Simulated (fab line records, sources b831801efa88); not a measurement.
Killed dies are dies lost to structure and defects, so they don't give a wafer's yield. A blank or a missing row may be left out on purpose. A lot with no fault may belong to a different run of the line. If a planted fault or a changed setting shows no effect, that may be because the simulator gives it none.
Struck lot and sound lot, side by side    flow gf180mcu    15 steps out of a route of 602
Sound: the wafers L727.1, L727.3, L727.5. Struck: wafer L725.5. (L725.6 of the same lot was not struck and is left out.) The cause comes at the end.
Each step with rows lists, per side, the tool, then ch with its chambers, then its first start. Under that, the readings that differ: sound wafers    struck wafers    difference of the means    sigmas: that difference in standard deviations of wafers without a fault.
alike: same words and numbers on both sides, and readings whose means sit less than 2 such deviations apart. not compared: any withheld reading, any reading some wafer has no value for, any bound like >300 that may hide the same value, and any number with overlapping values for which the record gives no deviation.
A row with sigmas, a row that says differs or no value, or rows on one side alone: a step with any of these is where the two part. When numbers do not overlap yet have no deviation, they are printed without sigmas and do not part them. A reading missing from all wafers of one side parts the sides only when that side holds two or more wafers.

first, 4 steps without rows for these wafers: GF_V3_SOFTBAKE_10 (time 60 s); GF_V3_EXPOSE_11 (exposes mask Via3, target cd 260 nm); GF_V3_PEB_12 (peb time 90 s); GF_V3_DEVELOP_13 (develop time 60 s).
GF_V3_CD_MEAS_14: target cd 260 nm.
  sound on cd-sem-02, day 28 01:35; struck on cd-sem-02, day 27 18:08
  alike: cd-nm
GF_V3_OVL_MEAS_15:
  sound on overlay-02, day 28 01:42; struck on overlay-02, day 27 18:12
  alike: V3_OVL
GF_V3_ETCH_16: etches BARC in N2/H2.
  sound on rie-diel-01 ch 0,1,3, day 28 01:44; struck on rie-diel-04 ch 2, day 27 18:14
  alike: drypump-motor-current-A, h2-flow-sccm, oes-product-au, throttle-valve-pct
GF_V3_ETCH_17: etches SiO2 in C4F8/O2/Ar, stops on TiN, target depth 635 nm.
  sound: rie-diel-01 ch 0,1,3; struck: rie-diel-04 ch 2
  alike: oes-product-au
GF_V3_STRIP_18: strips in O2/N2.
  sound on plasma-asher-04 ch 0, day 28 01:52; struck on plasma-asher-01 ch 1, day 27 18:25
reading                sound              struck  difference  sigmas
heater-power-w (W)     315 318 314        253     -63         -3
oes-product-au (a.u.)  0.590 0.591 0.586  0.599   +0.010      +2
  alike: drypump-motor-current-A
  not compared: rf-hours-counter-h
then, 2 steps without rows for these wafers: GF_V3_STRIP_19 (strips in post etch residue remover, time 1200 s); GF_V3_CLEAN_20 (cleans in DIW).
GF_V3_SPUTTER_21: material Ti, target thk 15 nm, time 80.02 s.
  sound on pvd-sputter-02, day 28 02:26; struck on pvd-sputter-01, day 27 18:57
  alike: throttle-valve-pct
GF_V3_SPUTTER_22: material TiN, target thk 10 nm, time 40 s.
  sound on pvd-sputter-02, day 28 02:30; struck on pvd-sputter-01, day 27 19:00
reading                                 sound              struck  difference  sigmas
model.TiN_of_V3_SPUTTER_22.thk-nm (nm)  10.06 10.13 10.05  17.12   +7.04       
  alike: throttle-valve-pct
GF_V3_CVD_23: deposits W, target thk 350 nm, time 104.9 s.
  sound on cvd-w-01 ch 0,1, day 28 02:32; struck on cvd-w-02 ch 0, day 27 19:05
  alike: heater-power-outer-w, heater-power-w, susceptor-temp-C
  not compared: since-wet-clean-h
GF_PASSIVATION_PROBE_99:
  sound wafers here have rows in the record (prober-01, day 33 18:50); struck ones have none

== WHERE THEY PART ==
Last at GF_PASSIVATION_PROBE_99 as far as this record goes, first at GF_V3_STRIP_18.

WHY: whatever the simulator had introduced
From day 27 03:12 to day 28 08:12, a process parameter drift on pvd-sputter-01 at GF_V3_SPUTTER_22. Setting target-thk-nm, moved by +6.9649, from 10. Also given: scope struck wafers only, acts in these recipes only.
